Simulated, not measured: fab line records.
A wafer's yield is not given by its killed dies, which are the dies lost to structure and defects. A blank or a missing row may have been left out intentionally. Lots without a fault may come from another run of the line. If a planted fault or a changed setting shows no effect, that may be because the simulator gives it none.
Chamber matching	flow sfq-line	3 sister chambers for SFQ_TRILAYER_I2_DEP_PECVD_063 on pecvd-04
The step deposits SiO2 from SiH4/N2O, time 111.11 s, target thk 500 nm. 14 wafers are shown with their chamber, then 7 later ones without.

WAFERS, EACH WITH ITS CHAMBER
wafer	chamber	throttle-valve-pct (%)	heater-power-w (W)	susceptor-temp-C (C)
L653.3	2	23.5	72	149.85
L653.4	1	24.9	70	150.06
L653.6	0	22.1	79	149.96
L657.2	2	23.4	79	150.11
L657.3	0	22.3	71	149.97
L657.4	0	22.2	74	149.88
L663.1	2	23.3	72	149.93
L663.3	1	24.9	84	149.69
L663.4	2	23.3	74	150.16
L664.2	2	23.4	71	149.74
L664.4	1	24.8	84	149.89
L664.6	2	23.2	72	149.81
L667.1	1	24.9	83	150.17
L667.2	2	23.4	78	150.06

SIGNATURES (averages over the wafers above)
reading	chamber 0	chamber 1	chamber 2	scatter within a chamber
throttle-valve-pct	22.200	24.875	23.357	0.0877
heater-power-w	74.67	80.25	74.00	4.63
susceptor-temp-C	149.9367	149.9525	149.9514	0.163
Rule: a wafer's distance from a chamber is the root of the sum, over the readings, of the square of ((its reading less the chamber's mean) divided by the reading's scatter). If the next closest chamber is less than 2 further off than the closest, the wafer can't be placed; otherwise it belongs to the closest. The scatter: take each reading less its chamber's mean, square it, sum over the shown wafers, divide by the number of wafers less the number of chambers, and take the root.

WAFERS WITHOUT THEIR CHAMBER
wafer	throttle-valve-pct (%)	heater-power-w (W)	susceptor-temp-C (C)
L667.5	25.0	82	150.11
L668.2	23.6	78	150.18
L668.5	23.4	79	150.06
L668.6	25.0	82	149.96
L670.2	22.5	69	150.22
L670.4	23.4	79	150.01
L670.6	23.7	79	150.10

EACH ONE'S CHAMBER
wafer	from the rows above	in truth
L667.5	1	1
L668.2	2	2
L668.5	2	2
L668.6	1	1
L670.2	0	0
L670.4	2	2
L670.6	2	2
7 of 7 placed correctly. Left unplaced by these rows: 0. 0 placed wrongly.
